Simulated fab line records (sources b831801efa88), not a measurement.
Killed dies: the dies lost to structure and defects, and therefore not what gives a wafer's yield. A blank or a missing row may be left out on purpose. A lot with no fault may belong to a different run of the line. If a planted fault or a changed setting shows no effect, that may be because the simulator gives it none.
fab line records | flow sky130
[record] lots = 15 wafers = 45 last-day = 50
route steps=708 shown LDD_HVP@287 SD_N@350 LOCAL_INTERCONNECT@387 CONTACT@431
lots untouched by any fault: they come from a run of this same line in which no faults occurred
start-h: hours from the record's opening day to when the first of the lot's shown wafers began | wait-h: time in hours since the lot's previous step | " same as the row above | L1.1+2: one row covering several wafers at once | - no value, or no start given | * or withheld: withheld | < > ~ a bound
route shown NAME@n: names a module that has steps shown in the file, with the first one's number in the route | usual: mean/standard deviation taken from wafers without a fault | same: alike in all rows | chamber/n: place in a boat | sites: readings site by site | _std_site: the standard deviation of these | _edge_site: the outer-site mean with the inner-site mean subtracted | radius-mm: how far each site lies from the wafer's centre | mask NAME#n: copy n | behind: the last tool/chamber to shape the wafer | hold: the reason the lot was held/the length of the hold in hours/how it ended | device: the n, p or np transistor that did not switch | end of line: the tests these same wafers got at the end of their route | for a step that has no rows: nothing shown but its recipe | killed: count of dies lost to structure and defects at first sort (not the wafer's yield) | map: dies across one wafer; x = killed, . = not, _ = none there
set.NAME: setting as actually run; set.NAME@STEP: the setting as run at that earlier step | model.NAME: the simulator's own value behind a step, which no gauge read
steps of the route over a sample of lots; a table a step, a row a wafer
services: a tool's chamber out of use, with start hour (start-h, from the record's first day; less than 0 if before it), hours out, and reason
[[steps]]
[step SKY_LDD_HVP_STRIP_09]
[recipe] chemistry = O2/N2 power-w = 1400 pressure-mtorr = 1500 platen-temp-c = withheld o2-flow-sccm = 3000 n2-flow-sccm = 300 overash-fraction = 0.5
[usual] drypump-motor-current-A = 5.76/0.26 oes-product-au = 0.408/0.0046 strip-time-to-endpoint-s = 4.133/0.014
// columns lot.wafer tool chamber start-h wait-h drypump-motor-current-A oes-product-au rf-hours-counter-h strip-time-to-endpoint-s
L835.2 plasma-asher-04 1 490.07 0.1 5.78 0.406 80 4.126
L835.3 " 1 " " 5.79 0.410 - 4.138
L835.4 " 0 " " 6.19 0.408 - 4.138
L836.2 plasma-asher-01 1 495.14 0.1 5.42 0.405 36 4.133
L836.4 " 1 " " 5.44 0.410 - 4.124
L836.5 " 1 " " 5.41 0.408 - 4.120
L838.2 plasma-asher-02 1 515.79 0.1 5.47 0.405 74 4.141
L838.3 " 0 " " 5.75 0.407 - 4.129
L838.4 " 1 " " 5.47 0.409 - 4.126
L839.2 plasma-asher-02 1 529.62 0.1 5.47 0.407 74 4.133
L839.4 " 0 " " 5.74 0.401 - 4.125
L839.6 " 0 " " 5.74 0.405 - 4.121
L840.3 plasma-asher-01 0 538.06 0.1 6.01 0.403 - 4.117
L840.5 " 0 " " 6.00 0.416 - 4.127
L840.6 " 1 " " 5.44 0.407 - 4.128
L842.2 plasma-asher-01 1 547.57 0.1 5.43 0.410 41 4.142
L842.3 " 0 " " 6.03 0.414 - 4.147
L842.5 " 1 " " 5.43 0.407 - 4.136
L841.1 plasma-asher-01 1 547.87 0.1 5.46 0.408 41 4.133
L841.2 " 0 " " 6.00 0.415 41 4.132
L841.4 " 0 " " 5.98 0.408 - 4.136
L845.1 plasma-asher-04 0 609.09 0.1 6.18 0.417 91 4.166
L845.2 " 1 " " 5.78 0.408 91 4.148
L845.6 " 0 " " 6.17 0.403 - 4.159
L847.1 plasma-asher-02 0 614.27 0.1 5.73 0.414 82 4.131
L847.4 " 0 " " 5.74 0.408 - 4.132
L847.6 " 0 " " 5.73 0.412 - 4.146
L848.1 plasma-asher-01 0 615.04 0.1 6.03 0.402 48 4.136
L848.5 " 0 " " 6.00 0.406 - 4.138
L848.6 " 1 " " 5.42 0.414 - 4.131
L849.1 plasma-asher-01 0 621.07 0.1 6.03 0.407 48 4.152
L849.2 " 1 " " 5.43 0.406 48 4.115
L849.4 " 1 " " 5.42 0.401 - 4.137
L853.1 plasma-asher-04 0 647.17 0.1 6.19 0.407 95 4.111
L853.4 " 0 " " 6.17 0.412 - 4.112
L853.5 " 0 " " 6.18 0.402 - 4.129
L854.4 plasma-asher-04 1 652.92 0.1 5.78 0.402 - 4.124
L854.5 " 0 " " 6.17 0.409 - 4.130
L854.6 " 1 " " 5.79 0.407 - 4.134
L855.1 plasma-asher-02 1 660.62 0.1 5.50 0.422 88 4.119
L855.2 " 0 " " 5.73 0.416 88 4.100
L855.5 " 1 " " 5.49 0.409 - 4.109
L857.2 plasma-asher-02 0 669.67 0.1 5.73 0.400 88 4.142
L857.4 " 0 " " 5.73 0.411 - 4.154
L857.5 " 0 " " 5.71 0.410 - 4.153
[step SKY_SD_N_OVL_MEAS_08]
[usual] SD_N_OVL = -0.3/1.2
// columns lot.wafer tool chamber start-h wait-h SD_N_OVL[nm]
L835.2 overlay-01 - 639.66 0.1 0.1
L835.3 " - " " -0.5
L835.4 " - " " -0.5
L836.2 overlay-02 - 645.56 0.1 0.4
L836.4 " - " " 0.2
L836.5 " - " " -1.1
L838.2 overlay-01 - 665.71 0.1 0.7
L838.3 " - " " 0.6
L838.4 " - " " 0.5
L839.2 overlay-01 - 677.91 0.1 0.7
L839.4 " - " " 1.1
L839.6 " - " " -1.2
L840.3 overlay-02 - 685.35 0.1 -0.1
L840.5 " - " " -0.5
L840.6 " - " " -0.9
L842.2 overlay-01 - 696.06 0.1 -0.9
L842.3 " - " " -2.3
L842.5 " - " " -2.4
L841.1 overlay-01 - 697.20 0.1 0.9
L841.2 " - " " -1.5
L841.4 " - " " -0.2
L845.1 overlay-01 - 751.05 0.1 0.8
L845.2 " - " " 0.9
L845.6 " - " " -0.1
L847.1 overlay-02 - 756.01 0.1 -1.7
L847.4 " - " " 0.6
L847.6 " - " " -1.7
L848.1 overlay-01 - 757.09 0.1 -0.6
L848.5 " - " " -0.2
L848.6 " - " " 0.2
L849.1 overlay-01 - 763.31 0.1 1.3
L849.2 " - " " 0.6
L849.4 " - " " -0.3
L853.1 overlay-01 - 787.06 0.1 1.0
L853.4 " - " " 0.7
L853.5 " - " " 0.4
L854.4 overlay-02 - 793.02 0.1 -0.5
L854.5 " - " " -1.7
L854.6 " - " " -1.4
L855.1 overlay-01 - 799.29 0.1 -0.1
L855.2 " - " " 0.5
L855.5 " - " " -1.2
L857.2 overlay-02 - 808.99 0.1 -0.3
L857.4 " - " " 0.7
L857.5 " - " " 0.0
[step SKY_LOCAL_INTERCONNECT_SPUTTER_00]
[recipe] material = TiN target-thk-nm = 100 temp-c = 300 power-w = 6500 time-s = 83.3 chamber-pressure-pa = 0.4
[usual] throttle-valve-pct = 30.8/0.82
// columns lot.wafer tool chamber start-h wait-h throttle-valve-pct
L835.2 pvd-sputter-04 - 670.54 0.2 31.6
L835.3 " - " " 31.0
L835.4 " - " " 30.7
L836.2 pvd-sputter-03 - 676.49 0.1 29.2
L836.4 " - " " 31.7
L836.5 " - " " 29.8
L838.2 pvd-sputter-03 - 696.37 0.1 29.8
L838.3 " - " " 31.2
L838.4 " - " " 29.9
L839.2 pvd-sputter-02 - 708.62 0.1 31.4
L839.4 " - " " 31.1
L839.6 " - " " 31.0
L840.3 pvd-sputter-02 - 715.81 0.1 30.7
L840.5 " - " " 31.6
L840.6 " - " " 30.9
L842.2 pvd-sputter-03 - 726.97 0.2 31.0
L842.3 " - " " 31.7
L842.5 " - " " 29.1
L841.1 pvd-sputter-04 - 736.79 0.1 30.7
L841.2 " - " " 31.0
L841.4 " - " " 31.5
L845.1 pvd-sputter-03 - 780.38 0.1 28.9
L845.2 " - " " 29.9
L845.6 " - " " 30.9
L847.1 pvd-sputter-03 - 785.74 0.1 29.1
L847.4 " - " " 29.9
L847.6 " - " " 29.8
L848.1 pvd-sputter-03 - 786.41 0.2 31.1
L848.5 " - " " 29.8
L848.6 " - " " 28.9
L849.1 pvd-sputter-04 - 793.33 0.2 30.6
L849.2 " - " " 32.0
L849.4 " - " " 31.1
L853.1 pvd-sputter-02 - 816.64 0.1 31.1
L853.4 " - " " 30.7
L853.5 " - " " 31.0
L854.4 pvd-sputter-02 - 822.74 0.2 31.6
L854.5 " - " " 30.7
L854.6 " - " " 30.6
L855.1 pvd-sputter-02 - 829.36 0.1 30.9
L855.2 " - " " 31.3
L855.5 " - " " 31.4
L857.2 pvd-sputter-02 - 838.21 0.1 31.0
L857.4 " - " " 31.4
L857.5 " - " " 30.8
[step SKY_LOCAL_INTERCONNECT_RS_MEAS_01]
[recipe] thk-meas-gauge = four-point-probe reads = TiN_of_LOCAL_INTERCONNECT_SPUTTER_00
[usual] LOCAL_INTERCONNECT_TIN_RS = 14.03/0.21
// columns lot.wafer tool chamber start-h wait-h hold LOCAL_INTERCONNECT_TIN_RS[ohm/sq]
L835.2 film-metro-03 - 670.63 0.1 - 13.95
L835.3 " - " " - 13.94
L835.4 " - " " - 14.31
L836.2 film-metro-03 - 676.57 0.1 - 14.03
L836.4 " - " " - 14.27
L836.5 " - " " - 14.09
L838.2 film-metro-01 - 696.46 0.1 - 14.34
L838.3 " - " " - 14.28
L838.4 " - " " - 14.25
L839.2 film-metro-04 - 708.71 0.1 - 14.31
L839.4 " - " " - 14.15
L839.6 " - " " - 14.05
L840.3 film-metro-01 - 715.91 0.1 - 14.08
L840.5 " - " " - 14.43
L840.6 " - " " - 14.17
L842.2 film-metro-03 - 727.06 0.1 - 13.89
L842.3 " - " " - 14.12
L842.5 " - " " - 13.86
L841.1 film-metro-04 - 736.85 0.0 - 14.11
L841.2 " - " " - 13.92
L841.4 " - " " - 14.02
L845.1 film-metro-01 - 780.44 0.0 await-dispo/0.2h/release 13.90
L845.2 " - " " await-dispo/0.2h/release 10.59
L845.6 " - " " await-dispo/0.2h/release 13.78
L845.1 film-metro-01 - 780.72 0.3 - 13.92
L845.2 " - " " - 10.58
L845.6 " - " " - 13.77
L847.1 film-metro-04 - 785.80 0.0 await-dispo/0.2h/release 13.94
L847.4 " - " " await-dispo/0.2h/release 10.62
L847.6 " - " " await-dispo/0.2h/release 10.53
L847.1 film-metro-04 - 786.09 0.3 - 13.96
L847.4 " - " " - 10.61
L847.6 " - " " - 10.53
L848.1 film-metro-04 - 786.47 0.0 await-dispo/0.2h/release 14.07
L848.5 " - " " await-dispo/0.2h/release 10.68
L848.6 " - " " await-dispo/0.2h/release 14.08
L848.1 film-metro-04 - 786.76 0.3 - 14.08
L848.5 " - " " - 10.65
L848.6 " - " " - 14.08
L849.1 film-metro-04 - 793.39 0.0 - 13.81
L849.2 " - " " - 14.14
L849.4 " - " " - 13.95
L853.1 film-metro-04 - 816.70 0.0 - 13.63
L853.4 " - " " - 13.93
L853.5 " - " " - 14.01
L854.4 film-metro-01 - 822.86 0.1 - 14.45
L854.5 " - " " - 14.21
L854.6 " - " " - 14.17
L855.1 film-metro-01 - 829.43 0.0 - 13.72
L855.2 " - " " - 14.13
L855.5 " - " " - 14.11
L857.2 film-metro-01 - 838.29 0.1 - 13.92
L857.4 " - " " - 14.16
L857.5 " - " " - 13.87
[step SKY_LOCAL_INTERCONNECT_THK_MEAS_02]
[recipe] thk-meas-gauge = xrf reads = TiN_of_LOCAL_INTERCONNECT_SPUTTER_00
[usual] LOCAL_INTERCONNECT_TIN_THK = 100.8/1.6
// columns lot.wafer tool chamber start-h wait-h hold LOCAL_INTERCONNECT_TIN_THK[nm]
L835.2 film-metro-03 - 670.74 0.1 - 100.3
L835.3 " - " " - 100.6
L835.4 " - " " - 98.4
L836.2 film-metro-03 - 676.68 0.1 - 100.5
L836.4 " - " " - 99.1
L836.5 " - " " - 100.4
L838.2 film-metro-01 - 696.57 0.1 - 99.3
L838.3 " - " " - 100.6
L838.4 " - " " - 100.0
L839.2 film-metro-04 - 708.82 0.1 - 98.3
L839.4 " - " " - 99.7
L839.6 " - " " - 100.5
L840.3 film-metro-01 - 716.01 0.1 - 101.4
L840.5 " - " " - 99.3
L840.6 " - " " - 101.2
L842.2 film-metro-03 - 727.17 0.1 - 100.9
L842.3 " - " " - 99.5
L842.5 " - " " - 101.0
L841.1 film-metro-04 - 736.97 0.1 - 99.7
L841.2 " - " " - 100.6
L841.4 " - " " - 100.0
L845.1 film-metro-01 - 784.81 4.1 await-dispo/0.2h/release 102.2
L845.2 " - " " await-dispo/0.2h/release 133.1
L845.6 " - " " await-dispo/0.2h/release 103.3
L845.1 film-metro-01 - 785.14 0.3 - 101.9
L845.2 " - " " - 133.8
L845.6 " - " " - 103.1
L847.1 film-metro-04 - 788.46 2.4 await-dispo/0.2h/release 100.9
L847.4 " - " " await-dispo/0.2h/release 130.6
L847.6 " - " " await-dispo/0.2h/release 131.8
L847.1 film-metro-04 - 788.74 0.3 - 100.9
L847.4 " - " " - 131.2
L847.6 " - " " - 131.8
L848.1 film-metro-04 - 788.74 2.0 await-dispo/0.2h/release 99.9
L848.5 " - " " await-dispo/0.2h/release 129.4
L848.6 " - " " await-dispo/0.2h/release 99.5
L848.1 film-metro-04 - 789.08 0.3 - 99.5
L848.5 " - " " - 130.4
L848.6 " - " " - 99.9
L849.1 film-metro-04 - 793.51 0.1 - 102.0
L849.2 " - " " - 99.4
L849.4 " - " " - 101.0
L853.1 film-metro-04 - 816.82 0.1 - 103.4
L853.4 " - " " - 100.6
L853.5 " - " " - 100.1
L854.4 film-metro-01 - 822.95 0.1 - 98.7
L854.5 " - " " - 100.5
L854.6 " - " " - 100.4
L855.1 film-metro-01 - 829.55 0.1 - 103.7
L855.2 " - " " - 100.5
L855.5 " - " " - 100.3
L857.2 film-metro-01 - 838.40 0.1 - 101.7
L857.4 " - " " - 100.6
L857.5 " - " " - 102.2
[step SKY_LOCAL_INTERCONNECT_METAL_ETCH_14]
[recipe] target-depth-nm = 110 stop-on = PSG chemistry = Cl2/BCl3 target = TiN resist-sidewall-deg = 88 pressure-mtorr = 10 icp-w = 900 bias-w = 48.5 Cl2_flow_sccm = 60 bcl3-flow-sccm = 30 time-s = 31.4
[usual] drypump-motor-current-A = 5.99/0.27 mfc-cl2-sccm = 60.01/0.19 oes-product-au = 0.946/0.0093 throttle-valve-pct = 21.898/0.011
// columns lot.wafer tool chamber start-h wait-h drypump-motor-current-A mfc-cl2-sccm oes-product-au rf-hours-counter-h throttle-valve-pct
L835.2 rie-metal-03 0 698.55 0.0 5.56 60.27 0.951 12 21.906
L835.3 " 1 " " 6.17 60.05 0.949 - 21.917
L835.4 " 0 " " 5.58 59.94 0.927 - 21.887
L836.2 rie-metal-02 1 704.67 0.0 6.05 60.00 0.950 13 21.900
L836.4 " 0 " " 6.20 59.96 0.936 - 21.896
L836.5 " 0 " " 6.17 59.85 0.947 - 21.911
L838.2 rie-metal-01 0 724.60 0.0 5.60 59.78 0.940 11 21.880
L838.3 " 0 " " 5.60 59.75 0.944 - 21.920
L838.4 " 1 " " 6.27 59.90 0.931 - 21.899
L839.2 rie-metal-01 1 736.04 0.0 6.24 60.38 0.937 3 21.904
L839.4 " 1 " " 6.24 60.30 0.942 - 21.889
L839.6 " 1 " " 6.23 60.01 0.946 - 21.883
L840.3 rie-metal-01 0 743.14 0.0 5.58 59.92 0.942 - 21.892
L840.5 " 1 " " 6.27 60.17 0.920 - 21.926
L840.6 " 0 " " 5.56 60.25 0.942 - 21.909
L842.2 rie-metal-02 1 754.74 0.0 6.04 59.88 0.946 15 21.902
L842.3 " 1 " " 6.04 59.84 0.949 - 21.898
L842.5 " 1 " " 6.05 59.94 0.956 - 21.909
L841.1 rie-metal-03 1 763.34 0.0 6.10 60.02 0.947 4 21.901
L841.2 " 0 " " 5.56 59.49 0.946 14 21.898
L841.4 " 1 " " 6.06 59.95 0.939 - 21.906
L845.1 rie-metal-02 0 807.00 0.1 6.17 60.11 0.949 10 21.914
L845.2 " 0 " " 6.19 60.06 1.012 - 21.851
L845.6 " 0 " " 6.17 60.31 0.967 - 21.877
L847.1 rie-metal-02 0 812.81 0.1 6.21 59.85 0.945 11 21.886
L847.4 " 0 " " 6.18 59.92 1.019 - 21.846
L847.6 " 0 " " 6.16 59.84 1.031 - 21.847
L848.1 rie-metal-01 0 813.10 0.0 5.61 60.01 0.945 14 21.905
L848.5 " 1 " " 6.26 59.72 0.984 - 21.877
L848.6 " 0 " " 5.59 59.99 0.940 - 21.909
L849.1 rie-metal-02 0 820.47 0.0 6.21 60.19 0.953 11 21.885
L849.2 " 1 " " 6.04 60.03 0.943 0 21.903
L849.4 " 0 " " 6.21 59.89 0.948 - 21.893
L853.1 rie-metal-03 1 842.82 0.0 6.15 60.13 0.961 7 21.880
L853.4 " 1 " " 6.12 60.14 0.948 - 21.913
L853.5 " 0 " " 5.56 59.72 0.951 - 21.902
L854.4 rie-metal-01 0 848.45 0.0 5.61 60.05 0.931 - 21.904
L854.5 " 0 " " 5.61 59.88 0.934 - 21.892
L854.6 " 1 " " 6.24 60.09 0.944 - 21.921
L855.1 rie-metal-01 1 855.54 0.1 6.24 60.21 0.957 7 21.885
L855.2 " 1 " " 6.23 60.19 0.936 - 21.901
L855.5 " 1 " " 6.26 60.26 0.944 - 21.919
L857.2 rie-metal-02 0 864.14 0.0 6.14 60.27 0.952 13 21.909
L857.4 " 0 " " 6.19 60.19 0.951 - 21.909
L857.5 " 1 " " 6.03 59.96 0.951 - 21.895
[step SKY_CONTACT_RS_MEAS_25]
[recipe] thk-meas-gauge = four-point-probe reads = W_of_CONTACT_CVD_24+TiN_of_CONTACT_SPUTTER_23
[usual] CONTACT_W_RS = 0.338/0.0046
// columns lot.wafer tool chamber start-h wait-h CONTACT_W_RS[ohm/sq]
L835.2 film-metro-02 - 728.52 0.1 0.330
L835.3 " - " " 0.333
L835.4 " - " " 0.334
L836.2 film-metro-03 - 734.86 0.1 0.329
L836.4 " - " " 0.338
L836.5 " - " " 0.332
L838.2 film-metro-02 - 753.06 0.2 0.332
L838.3 " - " " 0.334
L838.4 " - " " 0.333
L839.2 film-metro-01 - 765.15 0.1 0.346
L839.4 " - " " 0.341
L839.6 " - " " 0.345
L840.3 film-metro-03 - 771.57 0.1 0.338
L840.5 " - " " 0.339
L840.6 " - " " 0.332
L842.2 film-metro-01 - 783.88 0.1 0.334
L842.3 " - " " 0.335
L842.5 " - " " 0.336
L841.1 film-metro-02 - 791.84 0.1 0.328
L841.2 " - " " 0.342
L841.4 " - " " 0.342
L845.1 film-metro-01 - 836.13 0.1 0.345
L845.6 " - " " 0.339
L847.1 film-metro-01 - 840.66 0.1 0.340
L848.1 film-metro-03 - 842.08 0.1 0.338
L848.6 " - " " 0.344
L849.1 film-metro-03 - 848.44 0.1 0.337
L849.2 " - " " 0.336
L849.4 " - " " 0.336
L853.1 film-metro-01 - 871.75 0.1 0.338
L853.4 " - " " 0.337
L853.5 " - " " 0.340
L854.4 film-metro-01 - 876.86 0.1 0.344
L854.5 " - " " 0.338
L854.6 " - " " 0.345
L855.1 film-metro-03 - 884.34 0.1 0.337
L855.2 " - " " 0.337
L855.5 " - " " 0.340
L857.2 film-metro-02 - 892.43 0.1 0.337
L857.4 " - " " 0.343
L857.5 " - " " 0.340
[[services]]
// columns tool chamber start-h hours kind
plasma-asher-02 - 474.45 1.3 repair
rie-metal-03 1 484.25 2.9 repair
pvd-sputter-03 - 491.06 1.2 repair
pvd-sputter-03 - 493.97 0.8 repair
rie-metal-01 - 509.12 0.8 repair
plasma-asher-02 - 520.88 7.9 repair
plasma-asher-04 - 529.90 1.0 repair
rie-metal-01 - 548.34 2.8 pm
rie-metal-01 0 551.23 8.5 repair
rie-metal-02 - 583.97 1.1 repair
pvd-sputter-02 - 648.56 3.0 repair
plasma-asher-04 - 655.71 1.0 repair
rie-metal-01 0 668.19 2.3 repair
rie-metal-03 - 673.27 1.1 repair
plasma-asher-02 - 680.47 2.7 repair
pvd-sputter-03 - 715.95 2.8 repair
rie-metal-01 - 730.53 1.4 pm
plasma-asher-04 - 733.75 9.0 pm
pvd-sputter-02 - 738.12 12.3 repair
pvd-sputter-03 - 803.80 0.9 repair
plasma-asher-02 - 805.75 3.1 repair
plasma-asher-04 - 809.69 4.1 repair
plasma-asher-04 - 815.51 2.8 pm
rie-metal-03 - 824.03 3.1 repair
[[key]]
[first-sign] step = SKY_LOCAL_INTERCONNECT_RS_MEAS_01 reading = visit direction = added
[effect] step = SKY_LOCAL_INTERCONNECT_RS_MEAS_01 reading = LOCAL_INTERCONNECT_TIN_RS direction = down sigmas = 16 usual = 14.03 struck = 10.61
[effect] step = SKY_LOCAL_INTERCONNECT_THK_MEAS_02 reading = visit direction = added
[effect] step = SKY_LOCAL_INTERCONNECT_THK_MEAS_02 reading = LOCAL_INTERCONNECT_TIN_THK direction = up sigmas = 19 usual = 100.8 struck = 131.2
[effect] step = SKY_LOCAL_INTERCONNECT_METAL_ETCH_14 reading = oes-product-au direction = up sigmas = 7 usual = 0.946 struck = 1.012
met-at SKY_LOCAL_INTERCONNECT_SPUTTER_00
struck-lots L845,L847,L848
struck-wafers L845.2,L847.4,L847.6,L848.5
later-rows-left-out L845.2,L847.4,L847.6,L848.5
sort-left-out L845.2,L847.4,L847.6,L848.5
tester-left-out L845,L847,L848
not-acting-at SKY_LDD_HVP_STRIP_09,SKY_SD_N_OVL_MEAS_08,SKY_CONTACT_RS_MEAS_25
onset-between 696.37 780.38
[fault] kind = process-parameter-drift tool = pvd-sputter-03 chamber = - onset-h = 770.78 steps = SKY_LOCAL_INTERCONNECT_SPUTTER_00 channel = time-s offset = * shape = step end-h = 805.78 acts-in = * stated = * scope = struck-wafers-only
// tester-left-out: of these lots the tester's yield and bins aren't shown, on N5 and GAA mostly nor the transistor test; their killed dies are dies lost to structure and defects alone, not to doping, threshold or leakage, so they don't give the yield
// sort-left-out: the simulated sort isn't trusted on such a fault, so these wafers' sort isn't shown, and their yield isn't known
// later-rows-left-out: the simulator's readings of these wafers behind a module that went badly wrong aren't trusted and aren't shown, but for the sort
